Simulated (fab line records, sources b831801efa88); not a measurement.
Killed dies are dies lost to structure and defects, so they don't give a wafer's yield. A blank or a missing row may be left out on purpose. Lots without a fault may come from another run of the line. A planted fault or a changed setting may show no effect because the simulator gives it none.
fab line records | flow sky130
record lots=12 wafers=36 last_day=50
route steps=708 shown LI_CONTACT@378 CONTACT@408
lots that met no fault: from a run of the same line without faults
start_h: hours from the record's first day to the start of the lot's first wafer shown | wait_h: hours since the lot's step before | " the same as in the row above | L1.1+2: a row that stands for several wafers | - no value, or no start given | * or withheld: withheld | < > ~ a bound
route shown NAME@n: a module of which the file shows steps, and the number in the route of the first | usual: mean/standard deviation of fault-free wafers | same: alike in all rows | chamber/n: place in a boat | sites: the reading at each site | _std_site: their standard deviation | _edge_site: outer sites' mean less inner sites' | radius_mm: how far each site lies from the wafer's centre | mask NAME#n: copy n | behind: the tool/chamber that last shaped the wafer | hold: why the lot was held/for how many hours/how that ended | device: the transistor (n, p or np) that didn't switch | end of line: the same wafers' tests at the end of the route | a step without rows: its recipe alone | killed: dies lost to structure and defects at the first sort, not the wafer's yield | map: a wafer's dies, x killed, . not, _ none there
set.NAME: the setting as run; set.NAME@STEP: as run at that earlier step | model.NAME: the simulator's own value behind a step, which no gauge read
steps of the route over a sample of lots; a table a step, a row a wafer
services: from which hour (start_h, from the record's first day; less than 0 if before it) a tool's chamber was out of use, for how many hours, and why
## steps
# step SKY_LI_CONTACT_STRIP_16
# recipe chemistry=O2/N2 power_w=1400 pressure_mtorr=1500 platen_temp_c=withheld o2_flow_sccm=3000 n2_flow_sccm=300 overash_fraction=0.5
# usual drypump_motor_current_A=5.5/0.47 oes_product_au=0.376/0.0046 strip_time_to_endpoint_s=3.497/0.028
# columns lot.wafer tool chamber start_h wait_h drypump_motor_current_A oes_product_au rf_hours_counter_h strip_time_to_endpoint_s
L131.2 plasma_asher-02 1 676.84 - 5.0 0.378 98 3.487
L131.4 " 0 " " 5.9 0.376 - 3.493
L131.5 " 1 " " 5.0 0.374 - 3.474
L133.1 plasma_asher-04 0 700.59 - 6.2 0.376 88 3.553
L133.2 " 1 " " 4.8 0.379 88 3.524
L133.6 " 1 " " 4.8 0.369 - 3.518
L134.2 plasma_asher-02 1 716.56 - 5.0 0.371 102 3.498
L134.5 " 1 " " 5.0 0.376 - 3.449
L134.6 " 0 " " 5.9 0.383 - 3.473
L135.1 plasma_asher-04 0 719.44 - 6.2 0.372 89 3.458
L135.5 " 1 " " 4.8 0.367 - 3.514
L135.6 " 0 " " 6.2 0.380 - 3.453
L137.1 plasma_asher-01 1 733.96 - 5.6 0.377 61 3.487
L137.4 " 0 " " 5.7 0.376 - 3.529
L137.5 " 1 " " 5.6 0.366 - 3.504
L139.3 plasma_asher-04 0 745.67 - 6.2 0.375 - 3.472
L139.4 " 1 " " 4.8 0.376 - 3.476
L139.5 " 1 " " 4.8 0.379 - 3.515
L138.2 plasma_asher-01 1 747.84 - 5.6 0.370 63 3.487
L138.5 " 0 " " 5.7 0.381 - 3.511
L138.6 " 1 " " 5.6 0.370 - 3.485
L141.3 plasma_asher-01 1 767.67 - 5.6 0.380 - 3.521
L141.4 " 0 " " 5.7 0.372 - 3.475
L141.5 " 1 " " 5.6 0.381 - 3.507
L143.1 plasma_asher-01 1 779.74 - 5.6 0.379 66 3.533
L143.5 " 0 " " 5.7 0.380 - 3.524
L143.6 " 1 " " 5.6 0.375 - 3.507
L144.2 plasma_asher-01 1 785.99 - 5.6 0.382 66 3.451
L144.4 " 1 " " 5.6 0.370 - 3.524
L144.5 " 0 " " 5.7 0.370 - 3.459
L153.1 plasma_asher-04 0 857.32 - 6.2 0.376 103 3.473
L153.4 " 0 " " 6.2 0.380 - 3.473
L153.6 " 1 " " 4.8 0.364 - 3.459
L154.1 plasma_asher-04 1 869.84 - 4.8 0.381 105 3.506
L154.4 " 0 " " 6.2 0.378 - 3.477
L154.6 " 1 " " 4.8 0.384 - 3.516
# step SKY_LI_CONTACT_SPUTTER_19
# recipe material=Ti target_thk_nm=20 chamber_pressure_pa=5 power_w=2500 substrate_temp_c=200 time_s=106.37
# usual throttle_valve_pct=29.9/0.94
# columns lot.wafer tool chamber start_h wait_h throttle_valve_pct
L131.2 pvd_sputter-03 - 677.13 0.0 30.2
L131.4 " - " " 30.3
L131.5 " - " " 30.4
L133.1 pvd_sputter-01 - 700.88 0.0 30.0
L133.2 " - " " 28.0
L133.6 " - " " 29.9
L134.2 pvd_sputter-03 - 716.86 0.0 29.7
L134.5 " - " " 28.9
L134.6 " - " " 30.1
L135.1 pvd_sputter-01 - 719.73 0.0 31.3
L135.5 " - " " 30.2
L135.6 " - " " 31.4
L137.1 pvd_sputter-01 - 734.26 0.0 31.6
L137.4 " - " " 29.7
L137.5 " - " " 31.5
L139.3 pvd_sputter-01 - 745.93 0.0 31.4
L139.4 " - " " 29.9
L139.5 " - " " 27.9
L138.2 pvd_sputter-03 - 748.13 0.0 29.1
L138.5 " - " " 29.9
L138.6 " - " " 29.8
L141.3 pvd_sputter-01 - 767.95 0.0 31.4
L141.4 " - " " 29.9
L141.5 " - " " 29.8
L143.1 pvd_sputter-01 - 780.03 0.0 28.0
L143.5 " - " " 27.8
L143.6 " - " " 30.1
L144.2 pvd_sputter-03 - 786.28 0.0 29.9
L144.4 " - " " 29.1
L144.5 " - " " 29.1
L153.1 pvd_sputter-03 - 857.61 0.0 30.1
L153.4 " - " " 29.9
L153.6 " - " " 29.2
L154.1 pvd_sputter-02 - 870.15 0.0 30.2
L154.4 " - " " 31.3
L154.6 " - " " 30.3
# step SKY_CONTACT_HDPCVD_02
# recipe material=SiO2 target_thk_nm=565 sigma_open_frac=0.3 time_s=94.2 temp_c=600 sih4_flow_sccm=60 pressure_mtorr=6
# usual run_length_s=122.1/0.61
# columns lot.wafer tool chamber start_h wait_h run_length_s
L131.2 hdpcvd-01 2 707.31 0.0 122.1
L131.4 " 1 " " 123.0
L131.5 " 2 " " 121.2
L133.1 hdpcvd-02 2 730.53 0.1 122.2
L133.2 " 1 " " 121.6
L133.6 " 0 " " 121.9
L134.2 hdpcvd-02 1 745.78 0.0 122.3
L134.5 " 2 " " 121.9
L134.6 " 0 " " 121.3
L135.1 hdpcvd-01 2 749.76 0.1 121.4
L135.5 " 0 " " 122.2
L135.6 " 1 " " 123.6
L137.1 hdpcvd-02 2 762.63 0.1 122.3
L137.4 " 2 " " 121.8
L137.5 " 0 " " 121.5
L139.3 hdpcvd-02 1 773.61 0.0 121.9
L139.4 " 1 " " 121.8
L139.5 " 2 " " 121.6
L138.2 hdpcvd-01 0 777.05 0.0 122.1
L138.5 " 2 " " 121.6
L138.6 " 1 " " 122.9
L141.3 hdpcvd-01 2 796.88 0.0 121.5
L141.4 " 1 " " 123.2
L141.5 " 2 " " 122.0
L143.1 hdpcvd-01 2 808.34 0.1 121.4
L143.5 " 1 " " 123.0
L143.6 " 2 " " 121.3
L144.2 hdpcvd-02 2 815.02 0.0 121.8
L144.4 " 1 " " 122.3
L144.5 " 0 " " 121.8
L153.1 hdpcvd-01 2 885.38 0.1 117.9
L153.4 " 2 " " 117.9
L153.6 " 1 " " 119.2
L154.1 hdpcvd-01 2 897.76 0.1 118.3
L154.4 " 1 " " 119.4
L154.6 " 0 " " 119.0
# step SKY_CONTACT_THK_MEAS_03
# recipe reads=SiO2_of_CONTACT_HDPCVD_02
# usual CONTACT_HDPCVD_THK=566/4.8
# columns lot.wafer tool chamber start_h wait_h CONTACT_HDPCVD_THK[nm]
L131.2 film_metro-02 - 707.39 0.0 554
L131.4 " - " " 570
L131.5 " - " " 558
L133.1 film_metro-03 - 730.60 0.0 567
L133.2 " - " " 561
L133.6 " - " " 564
L134.2 film_metro-03 - 745.86 0.0 565
L134.5 " - " " 574
L134.6 " - " " 574
L135.1 film_metro-02 - 749.83 0.0 563
L135.5 " - " " 562
L135.6 " - " " 569
L137.1 film_metro-02 - 762.70 0.0 570
L137.4 " - " " 570
L137.5 " - " " 568
L139.3 film_metro-03 - 773.70 0.1 563
L139.4 " - " " 563
L139.5 " - " " 567
L138.2 film_metro-03 - 777.13 0.0 570
L138.5 " - " " 568
L138.6 " - " " 571
L141.3 film_metro-02 - 796.97 0.1 567
L141.4 " - " " 564
L141.5 " - " " 558
L143.1 film_metro-04 - 808.41 0.0 561
L143.5 " - " " 567
L143.6 " - " " 564
L144.2 film_metro-03 - 815.10 0.0 567
L144.4 " - " " 560
L144.5 " - " " 569
L153.1 film_metro-04 - 885.45 0.0 543
L153.4 " - " " 546
L153.6 " - " " 549
L154.1 film_metro-04 - 897.83 0.0 543
L154.4 " - " " 556
L154.6 " - " " 543
# step SKY_CONTACT_STRIP_19
# recipe chemistry=O2/N2 power_w=1400 pressure_mtorr=1500 platen_temp_c=withheld o2_flow_sccm=3000 n2_flow_sccm=300 overash_fraction=0.5
# usual drypump_motor_current_A=5.5/0.49 oes_product_au=0.381/0.0049 strip_time_to_endpoint_s=3.609/0.021
# columns lot.wafer tool chamber start_h wait_h drypump_motor_current_A oes_product_au rf_hours_counter_h strip_time_to_endpoint_s
L131.2 plasma_asher-03 1 735.89 - 5.7 0.383 31 3.647
L131.4 " 0 " " 4.9 0.384 - 3.579
L131.5 " 0 " " 4.9 0.380 - 3.602
L133.1 plasma_asher-03 0 758.10 - 4.9 0.385 33 3.603
L133.2 " 1 " " 5.7 0.393 33 3.608
L133.6 " 1 " " 5.7 0.387 - 3.622
L134.2 plasma_asher-04 1 771.40 - 4.8 0.379 95 3.605
L134.5 " 0 " " 6.2 0.381 - 3.620
L134.6 " 1 " " 4.8 0.386 - 3.596
L135.1 plasma_asher-01 0 777.29 - 5.8 0.369 66 3.570
L135.5 " 0 " " 5.7 0.383 - 3.597
L135.6 " 1 " " 5.6 0.383 - 3.616
L137.1 plasma_asher-04 0 790.80 - 6.2 0.380 97 3.584
L137.4 " 1 " " 4.8 0.385 - 3.613
L137.5 " 1 " " 4.8 0.385 - 3.594
L139.3 plasma_asher-01 0 801.58 - 5.7 0.377 - 3.647
L139.4 " 1 " " 5.6 0.380 - 3.630
L139.5 " 0 " " 5.7 0.381 - 3.614
L138.2 plasma_asher-01 1 803.10 - 5.6 0.378 68 3.603
L138.5 " 0 " " 5.7 0.380 - 3.607
L138.6 " 1 " " 5.6 0.383 - 3.617
L141.3 plasma_asher-03 0 825.05 - 4.9 0.375 - 3.646
L141.4 " 1 " " 5.7 0.380 - 3.631
L141.5 " 1 " " 5.7 0.373 - 3.614
L143.1 plasma_asher-03 0 835.79 - 4.9 0.378 39 3.600
L143.5 " 0 " " 4.9 0.381 - 3.581
L143.6 " 1 " " 5.7 0.379 - 3.589
L144.2 plasma_asher-04 1 842.24 - 4.8 0.372 102 3.632
L144.4 " 1 " " 4.8 0.382 - 3.593
L144.5 " 1 " " 4.8 0.381 - 3.614
L153.1 plasma_asher-01 0 911.10 - 5.7 0.376 81 3.630
L153.4 " 1 " " 5.6 0.379 - 3.624
L153.6 " 1 " " 5.6 0.381 - 3.616
L154.1 plasma_asher-04 0 923.35 - 6.2 0.381 109 3.599
L154.4 " 0 " " 6.2 0.381 - 3.613
L154.6 " 0 " " 6.2 0.379 - 3.562
## services
# columns tool chamber start_h hours kind
plasma_asher-01 - 664.32 2.1 repair
plasma_asher-03 - 679.27 0.9 repair
hdpcvd-02 - 699.36 1.1 repair
hdpcvd-02 - 706.35 2.8 pm
pvd_sputter-01 - 709.67 1.0 repair
hdpcvd-02 0 718.02 2.4 repair
hdpcvd-02 - 721.23 0.3 repair
pvd_sputter-03 - 731.37 4.5 repair
plasma_asher-01 - 768.38 1.5 repair
hdpcvd-02 - 781.84 1.9 repair
plasma_asher-03 - 790.00 10.7 repair
plasma_asher-03 - 800.42 5.0 repair
hdpcvd-01 - 808.77 3.4 repair
pvd_sputter-03 - 814.58 1.2 repair
hdpcvd-02 - 818.46 14.6 pm
plasma_asher-04 - 823.22 2.2 repair
plasma_asher-04 - 849.07 3.3 repair
plasma_asher-03 - 850.70 15.1 repair
plasma_asher-01 - 859.13 0.9 repair
plasma_asher-01 - 864.60 0.7 repair
hdpcvd-02 - 866.10 0.7 repair
pvd_sputter-01 - 867.88 12.1 repair
plasma_asher-03 - 895.81 5.2 repair
plasma_asher-04 - 896.20 10.9 repair
## key
first_sign step=SKY_CONTACT_HDPCVD_02 reading=run_length_s direction=down sigmas=5.7 usual=* struck=*
effect step=SKY_CONTACT_THK_MEAS_03 reading=CONTACT_HDPCVD_THK direction=down sigmas=4 usual=566 struck=547
met_at SKY_CONTACT_HDPCVD_02
struck_lots L153,L154
tester_left_out L153,L154
not_acting_at SKY_LI_CONTACT_STRIP_16,SKY_LI_CONTACT_SPUTTER_19,SKY_CONTACT_STRIP_19
onset_between 808.34 885.38
fault kind=process_parameter_drift tool=hdpcvd-01 chamber=- onset_h=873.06 steps=SKY_CONTACT_HDPCVD_02 channel=time_s offset=* shape=step end_h=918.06 acts_in=* stated=*
# tester_left_out: of these lots the tester's yield and bins aren't shown, on N5 and GAA mostly nor the transistor test; their killed dies are dies lost to structure and defects alone, not to doping, threshold or leakage, so they don't give the yield
